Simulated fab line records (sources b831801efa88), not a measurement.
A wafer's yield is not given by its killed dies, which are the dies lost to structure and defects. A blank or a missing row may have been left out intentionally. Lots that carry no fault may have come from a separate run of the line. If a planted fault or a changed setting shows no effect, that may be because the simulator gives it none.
Chamber matching -- flow sky130 -- cmp-02 running SKY_VIA1_CMP_24: 4 sister chambers
The step polishes, stops on SiO2, t overpolish 15 s, target thk 0 nm. 8 wafers are shown with their chamber, then 7 later ones without.

== WAFERS PAIRED WITH THEIR CHAMBERS ==
wafer,chamber,motor current A (A),time to endpoint s (s)
L288.2,1,8.9,60
L295.3,2,11.8,66
L295.5,1,8.8,65
L297.1,0,10.3,75
L297.5,0,10.8,71
L297.6,3,10.4,68
L296.3,3,10.7,73
L296.4,2,12.0,66

== WAFERS WITH NO CHAMBER GIVEN ==
wafer,motor current A (A),time to endpoint s (s)
L296.5,10.8,71
L311.1,12.1,64
L311.4,8.9,60
L311.6,11.0,68
L310.3,11.6,66
L310.4,10.2,73
L310.5,12.2,66

== CHAMBER TAKEN BY EACH ==
wafer,from the rows above,in truth
L296.5,can't be placed: 3 or 0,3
L311.1,2,2
L311.4,1,1
L311.6,can't be placed: 3 or 0 or 2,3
L310.3,2,2
L310.4,can't be placed: 0 or 3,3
L310.5,2,2
Correct placement for 4 of the 7. These rows do not allow placing 3 (true chamber among the candidates in 3). Number placed wrongly: 0.
How it was worked out, from the rows above alone: a wafer's distance from a chamber is the root of the sum, over the readings, of the square of ((its reading less the chamber's mean) divided by the reading's scatter). If the next closest chamber is less than 2 further off than the closest, the wafer can't be placed; otherwise it belongs to the closest. For every chamber, the mean is computed from those of its wafers that are shown. The scatter: the root of (the sum of the squares of (reading less its chamber's mean) over the shown wafers, divided by (wafers less chambers)).
